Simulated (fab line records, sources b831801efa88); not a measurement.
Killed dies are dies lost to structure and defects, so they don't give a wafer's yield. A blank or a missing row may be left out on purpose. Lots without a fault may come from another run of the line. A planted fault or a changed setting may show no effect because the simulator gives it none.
fab line records | flow gf180mcu
record lots=5 wafers=15 last_day=33
route steps=602 shown PSD@259 NSD@262 SAB@264 SALICIDE@278 CONTACT@287
lots that met no fault: from a run of the same line without faults
start_h: hours from the record's first day to the start of the lot's first wafer shown | wait_h: hours since the lot's step before | " the same as in the row above | L1.1+2: a row that stands for several wafers | - no value, or no start given | * or withheld: withheld | < > ~ a bound
route shown NAME@n: a module of which the file shows steps, and the number in the route of the first | usual: mean/standard deviation of fault-free wafers | same: alike in all rows | chamber/n: place in a boat | sites: the reading at each site | _std_site: their standard deviation | _edge_site: outer sites' mean less inner sites' | radius_mm: how far each site lies from the wafer's centre | mask NAME#n: copy n | behind: the tool/chamber that last shaped the wafer | hold: why the lot was held/for how many hours/how that ended | device: the transistor (n, p or np) that didn't switch | end of line: the same wafers' tests at the end of the route | a step without rows: its recipe alone | killed: dies lost to structure and defects at the first sort, not the wafer's yield | map: a wafer's dies, x killed, . not, _ none there
set.NAME: the setting as run; set.NAME@STEP: as run at that earlier step | model.NAME: the simulator's own value behind a step, which no gauge read
lots at some steps of the route; a table a step, a row a wafer
services: from which hour (start_h, from the record's first day; less than 0 if before it) a tool's chamber was out of use, for how many hours, and why
## steps
# step GF_PSD_TW_MEAS_11
# usual PSD_TW=3200/39
# columns lot.wafer tool chamber start_h wait_h PSD_TW
L074.3 film_metro-02 - 305.30 0.1 3229
L074.4 " - " " 3221
L074.5 " - " " 3219
L077.2 film_metro-01 - 350.14 0.1 3149
L077.4 " - " " 3142
L077.6 " - " " 3144
L088.1 film_metro-02 - 449.57 0.1 3232
L088.3 " - " " 3227
L088.6 " - " " 3229
L089.3 film_metro-03 - 456.76 0.1 3207
L089.4 " - " " 3197
L089.5 " - " " 3220
L090.2 film_metro-02 - 458.74 0.1 3219
L090.4 " - " " 3226
L090.5 " - " " 3216
# step GF_PSD_CLEAN_12
# recipe chemistry=SC1/SC2 mix=1:4:20 temp_c=70 time_s=150 dry=n2_spin
# columns lot.wafer tool chamber start_h wait_h
L074.3+4+5 wet_bench-01 2 305.34 0.0
L077.2+4+6 wet_bench-01 2 350.19 0.0
L088.1+3+6 wet_bench-01 2 449.63 0.1
L089.3+4+5 wet_bench-01 3 456.80 0.0
L090.2+4+5 wet_bench-03 0 458.79 0.0
# step GF_PSD_RTA_13
# recipe temp_c=1025 time_s=20 ambient=N2
# usual anneal_temp_c_max=1032.5/1.2 lamp_power_pct=32.8/0.97 wafer_temp_C_max=1028.7/1
# columns lot.wafer tool chamber start_h wait_h anneal_temp_c_max lamp_power_pct wafer_temp_C_max
L074.3 rtp_anneal-02 0 305.42 0.0 1031.6 34.7 1028.8
L074.4 " 0 " " 1032.5 34.7 1030.3
L074.5 " 0 " " 1032.8 34.7 1030.0
L077.2 rtp_anneal-01 0 350.26 0.0 1030.8 32.3 1029.0
L077.4 " 0 " " 1032.9 32.3 1028.2
L077.6 " 0 " " 1031.2 32.3 1028.8
L088.1 rtp_anneal-02 0 449.68 0.0 1032.3 34.7 1030.2
L088.3 " 0 " " 1031.2 34.7 1030.2
L088.6 " 0 " " 1032.4 34.6 1029.7
L089.3 rtp_anneal-01 0 456.88 0.0 1035.3 32.2 1027.4
L089.4 " 0 " " 1033.2 32.3 1028.6
L089.5 " 0 " " 1034.1 32.2 1028.2
L090.2 rtp_anneal-02 0 458.90 0.0 1032.3 34.6 1029.7
L090.4 " 0 " " 1030.0 34.7 1030.5
L090.5 " 0 " " 1031.9 34.6 1029.8
# step GF_PSD_RS_MEAS_14
# recipe thk_meas_gauge=four-point-probe
# usual NSD_RS=46.10/0.077
# columns lot.wafer tool chamber start_h wait_h NSD_RS[ohm/sq]
L074.3 film_metro-02 - 305.52 0.1 46.07
L074.4 " - " " 46.05
L074.5 " - " " 46.17
L077.2 film_metro-03 - 350.35 0.1 46.13
L077.4 " - " " 46.12
L077.6 " - " " 46.02
L088.1 film_metro-02 - 449.85 0.1 46.16
L088.3 " - " " 46.09
L088.6 " - " " 46.07
L089.3 film_metro-03 - 456.97 0.1 46.12
L089.4 " - " " 46.17
L089.5 " - " " 46.10
L090.2 film_metro-02 - 458.99 0.1 46.07
L090.4 " - " " 46.11
L090.5 " - " " 46.11
# step GF_PSD_RS_MEAS_15
# recipe thk_meas_gauge=four-point-probe
# usual PSD_RS=108.50/0.24
# columns lot.wafer tool chamber start_h wait_h PSD_RS[ohm/sq]
L074.3 film_metro-02 - 305.64 0.1 108.39
L074.4 " - " " 108.17
L074.5 " - " " 108.46
L077.2 film_metro-03 - 350.47 0.1 108.83
L077.4 " - " " 108.55
L077.6 " - " " 108.57
L088.1 film_metro-02 - 449.97 0.1 108.61
L088.3 " - " " 108.53
L088.6 " - " " 108.59
L089.3 film_metro-03 - 457.09 0.1 108.78
L089.4 " - " " 108.90
L089.5 " - " " 108.52
L090.2 film_metro-02 - 459.11 0.1 108.37
L090.4 " - " " 108.53
L090.5 " - " " 108.55
# step GF_SAB_CVD_00
# recipe material=SiO2 target_thk_nm=50 precursor=TEOS temp_c=400 time_s=4.9302 rf_w=600
# usual heater_power_outer_w=378/55 heater_power_w=660/97
# columns lot.wafer tool chamber start_h wait_h heater_power_outer_w heater_power_w
L074.3 pecvd-03 0 305.72 0.1 456 797
L074.4 " 1 " " 439 669
L074.5 " 0 " " 464 787
L077.2 pecvd-03 1 350.57 0.1 436 653
L077.4 " 1 " " 424 660
L077.6 " 0 " " 503 877
L088.1 pecvd-02 2 450.09 0.1 360 684
L088.3 " 0 " " 373 638
L088.6 " 0 " " 388 644
L089.3 pecvd-04 2 457.17 0.1 372 634
L089.4 " 2 " " 373 639
L089.5 " 0 " " 389 754
L090.2 pecvd-04 0 459.21 0.1 444 814
L090.4 " 2 " " 406 689
L090.5 " 0 " " 437 787
# step GF_SAB_THK_MEAS_01
# recipe reads=SiO2_of_SAB_CVD_00
# usual SAB_CVD_00_THK=50.0/0.75
# columns lot.wafer tool chamber start_h wait_h SAB_CVD_00_THK[nm]
L074.3 film_metro-04 - 305.76 0.0 50.6
L074.4 " - " " 50.0
L074.5 " - " " 51.5
L077.2 film_metro-02 - 350.60 0.0 50.1
L077.4 " - " " 50.7
L077.6 " - " " 51.3
L088.1 film_metro-03 - 450.11 0.0 49.4
L088.3 " - " " 49.1
L088.6 " - " " 50.6
L089.3 film_metro-02 - 457.21 0.0 49.8
L089.4 " - " " 50.0
L089.5 " - " " 50.2
L090.2 film_metro-04 - 459.24 0.0 48.9
L090.4 " - " " 51.0
L090.5 " - " " 49.9
# step GF_SAB_DEHYDRATE_02
# recipe temp_c=200 time_s=60
# columns lot.wafer tool chamber start_h wait_h
L074.3+4+5 litho_track-04 0 315.34 9.6
L077.2+4+6 litho_track-04 0 360.51 9.9
L088.1+3+6 litho_track-02 0 461.17 11.1
L089.3+4+5 litho_track-02 0 468.77 11.5
L090.2+4+5 litho_track-02 0 470.95 11.7
# step GF_SAB_HMDS_03
# recipe prime_time_s=60 prime_temp_c=120
# columns lot.wafer tool chamber start_h wait_h
L074.3+4+5 litho_track-04 0 315.49 0.1
L077.2+4+6 litho_track-04 0 360.66 0.1
L088.1+3+6 litho_track-02 0 461.32 0.1
L089.3+4+5 litho_track-02 0 468.92 0.1
L090.2+4+5 litho_track-02 0 471.10 0.1
# step GF_SAB_COAT_04
# recipe resist=NOVOLAK spin_rpm=3000 resist_thk_nm=1000
# columns lot.wafer tool chamber start_h wait_h
L074.3+4+5 litho_track-04 0 315.64 0.1
L077.2+4+6 litho_track-04 0 360.81 0.1
L088.1+3+6 litho_track-02 0 461.47 0.1
L089.3+4+5 litho_track-02 0 469.07 0.1
L090.2+4+5 litho_track-02 0 471.25 0.1
# step GF_SAB_SOFTBAKE_05
# recipe temp_c=90 time_s=60 resist=NOVOLAK
# columns lot.wafer tool chamber start_h wait_h
L074.3+4+5 litho_track-04 0 315.79 0.1
L077.2+4+6 litho_track-04 0 360.96 0.1
L088.1+3+6 litho_track-02 0 461.62 0.1
L089.3+4+5 litho_track-02 0 469.22 0.1
L090.2+4+5 litho_track-02 0 471.40 0.1
# step GF_SAB_EXPOSE_06
# recipe mask_id=SAB target_cd_nm=420 na=0.6 source_shape=conventional sigma_outer=0.6 dose_mj=140
# columns lot.wafer tool chamber start_h wait_h mask
L074.3+4+5 iline_stepper-01 0 - - SAB#0
L077.2+4+6 iline_stepper-01 0 - - SAB#0
L088.1+3+6 iline_stepper-01 0 - - SAB#0
L089.3+4+5 iline_stepper-01 0 - - SAB#0
L090.2+4+5 iline_stepper-02 0 - - SAB#0
# step GF_SAB_PEB_07
# recipe temp_c=withheld time_s=* resist=NOVOLAK
# columns lot.wafer tool chamber start_h wait_h
L074.3+4+5 litho_track-01 0 - -
L077.2+4+6 litho_track-04 0 - -
L088.1+3+6 litho_track-01 0 - -
L089.3+4+5 litho_track-02 0 - -
L090.2+4+5 litho_track-04 0 - -
# step GF_SAB_DEVELOP_08
# recipe develop_time_s=60 dev_temp_c=23
# columns lot.wafer tool chamber start_h wait_h
L074.3+4+5 litho_track-01 0 326.28 0.1
L077.2+4+6 litho_track-04 0 372.71 0.1
L088.1+3+6 litho_track-01 0 473.67 0.1
L089.3+4+5 litho_track-02 0 481.17 0.1
L090.2+4+5 litho_track-04 0 483.16 0.1
# step GF_SAB_CD_MEAS_09
# recipe target_cd_nm=420
# usual cd_nm=420.3/2.1
# columns lot.wafer tool chamber start_h wait_h cd_nm
L074.3 cd_sem-02 - 326.42 0.1 420.0
L074.4 " - " " 419.3
L074.5 " - " " 419.1
L077.2 cd_sem-02 - 372.85 0.1 422.6
L077.4 " - " " 422.2
L077.6 " - " " 422.2
L088.1 cd_sem-02 - 473.82 0.1 421.4
L088.3 " - " " 421.1
L088.6 " - " " 422.0
L089.3 cd_sem-02 - 481.31 0.1 421.2
L089.4 " - " " 422.2
L089.5 " - " " 422.8
L090.2 cd_sem-02 - 483.30 0.1 420.1
L090.4 " - " " 421.1
L090.5 " - " " 421.6
# step GF_SAB_OVL_MEAS_10
# usual SAB_OVL=1.2/1.4
# columns lot.wafer tool chamber start_h wait_h SAB_OVL[nm]
L074.3 overlay-01 - 326.51 0.1 0.2
L074.4 " - " " 2.0
L074.5 " - " " 0.8
L077.2 overlay-01 - 372.96 0.1 -0.1
L077.4 " - " " 1.3
L077.6 " - " " -0.3
L088.1 overlay-01 - 473.94 0.1 2.3
L088.3 " - " " 1.4
L088.6 " - " " 0.4
L089.3 overlay-02 - 481.40 0.1 1.9
L089.4 " - " " 1.2
L089.5 " - " " 1.4
L090.2 overlay-02 - 483.41 0.1 2.0
L090.4 " - " " 1.0
L090.5 " - " " 1.8
# step GF_SAB_ETCH_11
# recipe chemistry=C4F8/O2/Ar mask_material=NOVOLAK target=SiO2 target_depth_nm=55 source_w=1500 bias_w=1200 pressure_mtorr=40 c4f8_flow_sccm=withheld O2_flow_sccm=6 Ar_flow_sccm=300 time_s=8.5
# usual oes_product_au=1.004/0.014
# columns lot.wafer tool chamber start_h wait_h oes_product_au rf_hours_counter_h
L074.3 rie_diel-04 1 326.53 0.0 1.018 20
L074.4 " 2 " " 1.010 63
L074.5 " 0 " " 1.014 -
L077.2 rie_diel-03 2 372.99 0.0 1.022 71
L077.4 " 3 " " 0.993 -
L077.6 " 2 " " 1.031 -
L088.1 rie_diel-01 1 473.98 0.0 1.007 76
L088.3 " 2 " " 1.016 3
L088.6 " 3 " " 1.012 -
L089.3 rie_diel-04 2 481.43 0.0 1.009 67
L089.4 " 0 " " 0.983 51
L089.5 " 2 " " 1.018 -
L090.2 rie_diel-01 1 483.44 0.0 1.006 76
L090.4 " 3 " " 1.014 13
L090.5 " 3 " " 1.010 -
# step GF_SAB_WET_ETCH_12
# recipe chemistry=dHF target_depth_nm=22 dry=n2_spin target=SiO2 temp_c=25 dilution=100:1 time_s=440
# columns lot.wafer tool chamber start_h wait_h
L074.3+4+5 wet_bench-01 0 326.55 0.0
L077.2+4+6 wet_bench-02 1 373.01 0.0
L088.1+3+6 wet_bench-02 2 474.00 0.0
L089.3+4+5 wet_bench-03 2 481.45 0.0
L090.2+4+5 wet_bench-02 0 483.46 0.0
# step GF_SAB_STRIP_13
# recipe chemistry=O2/N2 power_w=1400 pressure_mtorr=1500 platen_temp_c=250 o2_flow_sccm=3000 n2_flow_sccm=300 overash_fraction=0.5
# usual drypump_motor_current_A=6.1/0.37 heater_power_w=338/23 oes_product_au=0.709/0.0042 strip_time_to_endpoint_s=12.58/0.038
# columns lot.wafer tool chamber start_h wait_h drypump_motor_current_A heater_power_w oes_product_au rf_hours_counter_h strip_time_to_endpoint_s
L074.3 plasma_asher-01 0 326.72 0.0 6.2 346 0.717 - 12.59
L074.4 " 1 " " 6.3 321 0.708 - 12.60
L074.5 " 0 " " 6.3 353 0.707 - 12.62
L077.2 plasma_asher-01 0 373.15 0.0 6.3 356 0.710 70 12.59
L077.4 " 0 " " 6.3 365 0.712 - 12.63
L077.6 " 0 " " 6.3 344 0.710 - 12.55
L088.1 plasma_asher-01 0 474.14 0.0 6.3 350 0.707 80 12.51
L088.3 " 0 " " 6.3 350 0.704 - 12.55
L088.6 " 1 " " 6.2 322 0.708 - 12.53
L089.3 plasma_asher-03 0 481.62 0.0 6.7 312 0.712 - 12.56
L089.4 " 1 " " 6.5 342 0.712 - 12.55
L089.5 " 1 " " 6.6 352 0.713 - 12.52
L090.2 plasma_asher-01 1 483.60 0.0 6.3 323 0.707 82 12.60
L090.4 " 0 " " 6.2 352 0.712 - 12.57
L090.5 " 0 " " 6.3 351 0.705 - 12.61
# step GF_SALICIDE_CLEAN_00
# recipe chemistry=SC1/SC2 mix=1:4:20 temp_c=70 time_s=150
# columns lot.wafer tool chamber start_h wait_h
L074.3+4+5 wet_bench-02 2 326.78 0.0
L077.2+4+6 wet_bench-02 2 373.25 0.1
L088.1+3+6 wet_bench-04 1 474.24 0.1
L089.3+4+5 wet_bench-04 0 481.69 0.0
L090.2+4+5 wet_bench-02 0 483.70 0.1
# step GF_SALICIDE_WET_ETCH_01
# recipe chemistry=dHF target_depth_nm=5 dry=ipa_marangoni target=SiO2 temp_c=25 dilution=100:1 time_s=100
# columns lot.wafer tool chamber start_h wait_h
L074.3+4+5 wet_bench-03 0 326.84 0.0
L077.2+4+6 wet_bench-03 0 373.31 0.0
L088.1+3+6 wet_bench-03 1 474.29 0.0
L089.3+4+5 wet_bench-02 3 481.74 0.0
L090.2+4+5 wet_bench-04 1 483.76 0.0
# step GF_SALICIDE_SPUTTER_02
# recipe material=Co target_thk_nm=10 power_w=1000 time_s=20 chamber_pressure_pa=0.4
# usual throttle_valve_pct=29.7/0.9
# columns lot.wafer tool chamber start_h wait_h throttle_valve_pct
L074.3 pvd_sputter-03 - 326.87 0.0 28.1
L074.4 " - " " 29.0
L074.5 " - " " 29.4
L077.2 pvd_sputter-03 - 373.35 0.0 28.9
L077.4 " - " " 28.1
L077.6 " - " " 28.7
L088.1 pvd_sputter-01 - 474.33 0.0 28.8
L088.3 " - " " 30.5
L088.6 " - " " 30.1
L089.3 pvd_sputter-01 - 481.78 0.0 29.2
L089.4 " - " " 30.4
L089.5 " - " " 30.4
L090.2 pvd_sputter-03 - 483.79 0.0 28.9
L090.4 " - " " 28.0
L090.5 " - " " 30.8
# step GF_SALICIDE_SPUTTER_03
# recipe material=TiN target_thk_nm=20 power_w=6500 time_s=16.7 chamber_pressure_pa=0.4
# usual throttle_valve_pct=29.7/0.87
# columns lot.wafer tool chamber start_h wait_h throttle_valve_pct
L074.3 pvd_sputter-03 - 326.90 0.0 28.2
L074.4 " - " " 29.3
L074.5 " - " " 29.3
L077.2 pvd_sputter-03 - 373.37 0.0 29.1
L077.4 " - " " 28.0
L077.6 " - " " 29.0
L088.1 pvd_sputter-01 - 474.36 0.0 28.9
L088.3 " - " " 30.5
L088.6 " - " " 30.2
L089.3 pvd_sputter-01 - 481.81 0.0 29.0
L089.4 " - " " 30.7
L089.5 " - " " 30.4
L090.2 pvd_sputter-03 - 483.82 0.0 28.9
L090.4 " - " " 28.0
L090.5 " - " " 31.0
# step GF_SALICIDE_RS_MEAS_04
# recipe thk_meas_gauge=four-point-probe reads=TiN_of_SALICIDE_SPUTTER_03+Co_of_SALICIDE_SPUTTER_02
# usual SALICIDE_TIN_RS=16.4/0.34
# columns lot.wafer tool chamber start_h wait_h SALICIDE_TIN_RS[ohm/sq]
L074.3 film_metro-01 - 326.97 0.1 16.0
L074.4 " - " " 15.9
L074.5 " - " " 16.0
L077.2 film_metro-01 - 373.42 0.0 16.4
L077.4 " - " " 16.1
L077.6 " - " " 16.3
L088.1 film_metro-01 - 474.38 0.0 16.2
L088.3 " - " " 16.3
L088.6 " - " " 15.9
L089.3 film_metro-01 - 481.87 0.1 15.9
L089.4 " - " " 16.6
L089.5 " - " " 16.6
L090.2 film_metro-01 - 483.87 0.0 16.3
L090.4 " - " " 16.3
L090.5 " - " " 16.5
# step GF_SALICIDE_THK_MEAS_05
# recipe thk_meas_gauge=xrf reads=TiN_of_SALICIDE_SPUTTER_03
# usual SALICIDE_TIN_THK=19.70/0.26
# columns lot.wafer tool chamber start_h wait_h SALICIDE_TIN_THK[nm]
L074.3 film_metro-01 - 327.07 0.1 20.04
L074.4 " - " " 19.90
L074.5 " - " " 19.75
L077.2 film_metro-01 - 373.53 0.1 20.01
L077.4 " - " " 19.88
L077.6 " - " " 20.17
L088.1 film_metro-01 - 474.50 0.1 19.48
L088.3 " - " " 19.34
L088.6 " - " " 19.99
L089.3 film_metro-01 - 481.97 0.1 19.81
L089.4 " - " " 19.87
L089.5 " - " " 19.75
L090.2 film_metro-01 - 483.98 0.1 19.55
L090.4 " - " " 19.33
L090.5 " - " " 19.53
# step GF_SALICIDE_RTA_06
# recipe temp_c=530 time_s=30 ambient=N2
# usual anneal_temp_c_max=533.8/0.68 lamp_power_pct=6.00/0.2 wafer_temp_C_max=531.9/0.61
# columns lot.wafer tool chamber start_h wait_h anneal_temp_c_max lamp_power_pct wafer_temp_C_max
L074.3 rtp_anneal-01 0 327.14 0.1 533.9 5.86 531.7
L074.4 " 0 " " 533.8 5.86 532.0
L074.5 " 0 " " 533.2 5.86 531.5
L077.2 rtp_anneal-01 0 373.60 0.1 533.5 5.86 531.4
L077.4 " 0 " " 533.7 5.86 531.7
L077.6 " 0 " " 534.5 5.86 531.0
L088.1 rtp_anneal-01 0 474.56 0.1 534.8 5.86 532.0
L088.3 " 0 " " 533.2 5.85 531.3
L088.6 " 0 " " 533.6 5.86 531.2
L089.3 rtp_anneal-02 0 482.05 0.1 533.9 6.29 532.4
L089.4 " 0 " " 533.4 6.29 532.7
L089.5 " 0 " " 532.9 6.29 533.2
L090.2 rtp_anneal-02 0 484.04 0.1 533.4 6.30 534.0
L090.4 " 0 " " 533.5 6.29 532.3
L090.5 " 0 " " 533.6 6.29 532.5
# step GF_SALICIDE_WET_ETCH_07
# recipe chemistry=SPM target_depth_nm=120 dry=n2_spin
# columns lot.wafer tool chamber start_h wait_h
L074.3+4+5 wet_bench-04 1 327.21 0.1
L077.2+4+6 wet_bench-03 1 373.68 0.1
L088.1+3+6 wet_bench-03 0 474.66 0.1
L089.3+4+5 wet_bench-03 1 482.11 0.1
L090.2+4+5 wet_bench-03 3 484.13 0.1
# step GF_SALICIDE_RTA_08
# recipe temp_c=800 time_s=30 ambient=N2
# usual anneal_temp_c_max=805.6/0.97 lamp_power_pct=16.7/0.57 wafer_temp_C_max=803.0/0.86
# columns lot.wafer tool chamber start_h wait_h anneal_temp_c_max lamp_power_pct wafer_temp_C_max
L074.3 rtp_anneal-01 0 327.33 0.0 804.7 16.3 801.6
L074.4 " 0 " " 806.7 16.3 801.8
L074.5 " 0 " " 804.8 16.3 802.9
L077.2 rtp_anneal-01 0 373.79 0.0 806.4 16.3 802.2
L077.4 " 0 " " 807.0 16.3 802.0
L077.6 " 0 " " 805.1 16.3 802.8
L088.1 rtp_anneal-01 0 474.75 0.0 804.7 16.3 803.4
L088.3 " 0 " " 806.3 16.3 802.4
L088.6 " 0 " " 806.1 16.3 803.5
L089.3 rtp_anneal-01 0 482.25 0.0 806.3 16.3 802.4
L089.4 " 0 " " 803.8 16.3 802.5
L089.5 " 0 " " 804.8 16.3 802.4
L090.2 rtp_anneal-01 0 484.24 0.0 805.1 16.2 802.8
L090.4 " 0 " " 805.1 16.3 802.4
L090.5 " 0 " " 805.4 16.3 802.4
# step GF_CONTACT_CVD_00
# recipe material=SiO2 target_thk_nm=300 sigma_open_frac=0.3 temp_c=400 time_s=50 sih4_flow_sccm=60 pressure_mtorr=6
# usual sih4_flow_sccm=59.98/0.18
# columns lot.wafer tool chamber start_h wait_h sih4_flow_sccm
L074.3 hdpcvd-02 1 327.40 0.1 60.13
L074.4 " 1 " " 60.00
L074.5 " 0 " " 59.91
L077.2 hdpcvd-01 1 373.87 0.1 59.71
L077.4 " 1 " " 59.84
L077.6 " 0 " " 59.98
L088.1 hdpcvd-01 1 474.85 0.1 59.79
L088.3 " 2 " " 59.67
L088.6 " 2 " " 59.80
L089.3 hdpcvd-01 1 482.34 0.1 60.30
L089.4 " 0 " " 59.93
L089.5 " 0 " " 59.75
L090.2 hdpcvd-02 2 484.33 0.1 60.05
L090.4 " 1 " " 59.86
L090.5 " 0 " " 60.13
# step GF_CONTACT_THK_MEAS_01
# recipe reads=SiO2_of_CONTACT_CVD_00
# usual CONTACT_CVD_00_THK=299/3.5
# columns lot.wafer tool chamber start_h wait_h CONTACT_CVD_00_THK[nm]
L074.3 film_metro-04 - 327.46 0.0 304
L074.4 " - " " 300
L074.5 " - " " 299
L077.2 film_metro-04 - 373.93 0.0 303
L077.4 " - " " 297
L077.6 " - " " 297
L088.1 film_metro-04 - 474.90 0.0 299
L088.3 " - " " 295
L088.6 " - " " 296
L089.3 film_metro-03 - 482.40 0.0 301
L089.4 " - " " 301
L089.5 " - " " 302
L090.2 film_metro-03 - 484.38 0.0 295
L090.4 " - " " 289
L090.5 " - " " 296
# step GF_CONTACT_CVD_02
# recipe material=SiO2 target_thk_nm=860 precursor=TEOS temp_c=400 time_s=95.992 rf_w=600
# usual heater_power_outer_w=387/58 heater_power_w=676/98
# columns lot.wafer tool chamber start_h wait_h heater_power_outer_w heater_power_w
L074.3 pecvd-01 1 327.50 0.0 362 695
L074.4 " 1 " " 271 558
L074.5 " 0 " " 471 800
L077.2 pecvd-01 1 373.98 0.0 347 687
L077.4 " 2 " " 354 580
L077.6 " 0 " " 468 798
L088.1 pecvd-04 2 474.96 0.1 405 699
L088.3 " 0 " " 389 766
L088.6 " 1 " " 265 489
L089.3 pecvd-04 2 482.48 0.1 384 637
L089.4 " 1 " " 376 622
L089.5 " 1 " " 281 490
L090.2 pecvd-03 1 484.43 0.0 445 719
L090.4 " 2 " " 324 610
L090.5 " 0 " " 456 801
# step GF_CONTACT_THK_MEAS_03
# recipe reads=SiO2_of_CONTACT_CVD_02
# usual CONTACT_CVD_02_THK=866/14
# columns lot.wafer tool chamber start_h wait_h CONTACT_CVD_02_THK[nm]
L074.3 film_metro-03 - 327.59 0.1 832
L074.4 " - " " 842
L074.5 " - " " 870
L077.2 film_metro-03 - 374.06 0.0 850
L077.4 " - " " 859
L077.6 " - " " 870
L088.1 film_metro-04 - 475.03 0.0 856
L088.3 " - " " 867
L088.6 " - " " 881
L089.3 film_metro-01 - 482.57 0.1 888
L089.4 " - " " 894
L089.5 " - " " 886
L090.2 film_metro-01 - 484.51 0.0 844
L090.4 " - " " 862
L090.5 " - " " 852
# step GF_CONTACT_CMP_04
# recipe material=SiO2 down_force_psi=4 platen_rpm=60 pad_velocity_m_s=0.94248
# usual motor_current_A=11.7/1 platen_rpm=60.00/0.038 time_to_endpoint_s=116/6
# columns lot.wafer tool chamber start_h wait_h motor_current_A platen_rpm time_to_endpoint_s
L074.4 cmp-01 1 327.73 0.1 10.9 60.00 106
L074.3 " 2 " " 10.9 59.98 106
L074.5 " 0 " " 11.0 60.00 121
L077.2 cmp-01 0 374.11 0.0 11.3 60.02 115
L077.4 " 3 " " 13.2 60.03 114
L077.6 " 0 " " 11.2 59.97 119
L088.3 cmp-02 1 475.14 0.1 13.7 59.96 107
L088.1 " 3 " " 11.1 59.97 112
L088.6 " 1 " " 13.5 59.98 114
L089.4 cmp-02 0 482.61 0.0 12.0 60.00 121
L089.3 " 3 " " 11.5 60.00 121
L089.5 " 1 " " 13.8 60.01 117
L090.4 cmp-02 0 484.56 0.0 12.2 59.95 107
L090.2 " 3 " " 10.8 60.03 110
L090.5 " 1 " " 13.1 60.00 108
# step GF_CONTACT_BOW_MEAS_05
# recipe mode=bow
# usual CONTACT_BOW=66/6.7
# columns lot.wafer tool chamber start_h wait_h CONTACT_BOW[um]
L074.3 film_metro-03 - 327.97 0.1 76
L074.4 " - " " 59
L074.5 " - " " 68
L077.2 film_metro-03 - 374.43 0.3 63
L077.4 " - " " 60
L077.6 " - " " 76
L088.1 film_metro-03 - 475.39 0.1 55
L088.3 " - " " 69
L088.6 " - " " 51
L089.3 film_metro-04 - 482.95 0.1 70
L089.4 " - " " 65
L089.5 " - " " 67
L090.2 film_metro-03 - 484.92 0.2 59
L090.4 " - " " 58
L090.5 " - " " 66
# step GF_CONTACT_DEHYDRATE_06
# recipe temp_c=200 time_s=60
# columns lot.wafer tool chamber start_h wait_h
L074.3+4+5 litho_track-04 0 337.39 9.4
L077.2+4+6 litho_track-04 0 385.06 10.6
L088.1+3+6 litho_track-04 0 486.53 11.1
L089.3+4+5 litho_track-02 0 494.42 11.5
L090.2+4+5 litho_track-03 0 496.80 11.9
# step GF_CONTACT_HMDS_07
# recipe prime_time_s=60 prime_temp_c=120
# columns lot.wafer tool chamber start_h wait_h
L074.3+4+5 litho_track-04 0 337.54 0.1
L077.2+4+6 litho_track-04 0 385.21 0.1
L088.1+3+6 litho_track-04 0 486.68 0.1
L089.3+4+5 litho_track-02 0 494.57 0.1
L090.2+4+5 litho_track-03 0 496.95 0.1
# step GF_CONTACT_COAT_08
# recipe resist=BARC temp_c=withheld time_s=withheld spin_rpm=withheld resist_thk_nm=withheld
# columns lot.wafer tool chamber start_h wait_h
L074.3+4+5 litho_track-04 0 337.69 0.1
L077.2+4+6 litho_track-04 0 385.36 0.1
L088.1+3+6 litho_track-04 0 486.83 0.1
L089.3+4+5 litho_track-02 0 494.72 0.1
L090.2+4+5 litho_track-03 0 497.10 0.1
# step GF_CONTACT_COAT_09
# recipe resist=KrF spin_rpm=withheld resist_thk_nm=1000
# columns lot.wafer tool chamber start_h wait_h
L074.3+4+5 litho_track-04 0 - -
L077.2+4+6 litho_track-04 0 - -
L088.1+3+6 litho_track-04 0 - -
L089.3+4+5 litho_track-02 0 - -
L090.2+4+5 litho_track-03 0 - -
# step GF_CONTACT_SOFTBAKE_10
# recipe temp_c=130 time_s=60 resist=KrF
# columns lot.wafer tool chamber start_h wait_h
L074.3+4+5 litho_track-04 0 - -
L077.2+4+6 litho_track-04 0 - -
L088.1+3+6 litho_track-04 0 - -
L089.3+4+5 litho_track-02 0 - -
L090.2+4+5 litho_track-03 0 - -
# step GF_CONTACT_EXPOSE_11
# recipe mask_id=Contact target_cd_nm=220 na=0.68 source_shape=conventional sigma_outer=0.6 dose_mj=38
# columns lot.wafer tool chamber start_h wait_h mask
L074.3+4+5 krf_scanner-01 0 - - Contact#0
L077.2+4+6 krf_scanner-02 0 - - Contact#0
L088.1+3+6 krf_scanner-02 0 - - Contact#0
L089.3+4+5 krf_scanner-01 0 - - Contact#0
L090.2+4+5 krf_scanner-01 0 - - Contact#0
# step GF_CONTACT_PEB_12
# recipe peb_temp_c=135 peb_time_s=90 resist=KrF
# columns lot.wafer tool chamber start_h wait_h
L074.3+4+5 litho_track-04 0 - -
L077.2+4+6 litho_track-03 0 - -
L088.1+3+6 litho_track-04 0 - -
L089.3+4+5 litho_track-02 0 - -
L090.2+4+5 litho_track-03 0 - -
# step GF_CONTACT_DEVELOP_13
# recipe develop_time_s=60 resist=KrF dev_temp_c=21
# columns lot.wafer tool chamber start_h wait_h
L074.3+4+5 litho_track-04 0 349.34 0.1
L077.2+4+6 litho_track-03 0 397.30 0.2
L088.1+3+6 litho_track-04 0 499.43 0.2
L089.3+4+5 litho_track-02 0 507.07 0.1
L090.2+4+5 litho_track-03 0 508.95 0.2
# step GF_CONTACT_CD_MEAS_14
# recipe target_cd_nm=220
# usual cd_nm=220.4/1.7
# columns lot.wafer tool chamber start_h wait_h cd_nm
L074.3 cd_sem-01 - 349.48 0.1 217.1
L074.4 " - " " 217.3
L074.5 " - " " 218.7
L077.2 cd_sem-02 - 397.45 0.1 221.9
L077.4 " - " " 223.0
L077.6 " - " " 221.8
L088.1 cd_sem-02 - 499.69 0.2 223.0
L088.3 " - " " 223.8
L088.6 " - " " 222.8
L089.3 cd_sem-02 - 507.21 0.1 219.4
L089.4 " - " " 219.2
L089.5 " - " " 219.5
L090.2 cd_sem-02 - 509.10 0.1 219.0
L090.4 " - " " 220.0
L090.5 " - " " 217.8
## services
# columns tool chamber start_h hours kind
plasma_asher-01 - 288.86 2.5 repair
pecvd-04 0 290.28 16.9 repair
plasma_asher-01 - 290.71 7.6 repair
iline_stepper-01 - 292.37 1.7 pm
cmp-02 - 303.38 5.9 pm
krf_scanner-01 - 310.04 0.8 pm
rtp_anneal-02 - 312.56 94.3 pm
cmp-02 - 340.45 0.3 repair
iline_stepper-01 - 345.04 0.8 repair
plasma_asher-01 - 355.91 0.4 repair
pecvd-03 - 368.88 14.0 pm
pvd_sputter-01 - 369.77 4.6 repair
iline_stepper-01 - 370.96 17.4 repair
krf_scanner-01 - 375.45 1.0 repair
plasma_asher-01 - 377.50 1.4 repair
rtp_anneal-02 - 412.24 2.9 pm
pvd_sputter-01 - 413.65 0.5 repair
pvd_sputter-03 - 415.82 8.1 repair
pecvd-04 - 418.44 1.3 repair
rtp_anneal-02 - 423.72 0.8 repair
wet_bench-02 - 448.66 1.9 pm
pvd_sputter-01 - 474.95 6.7 repair
pecvd-04 0 481.12 5.4 repair
iline_stepper-01 - 503.94 5.9 repair
## key
fault none
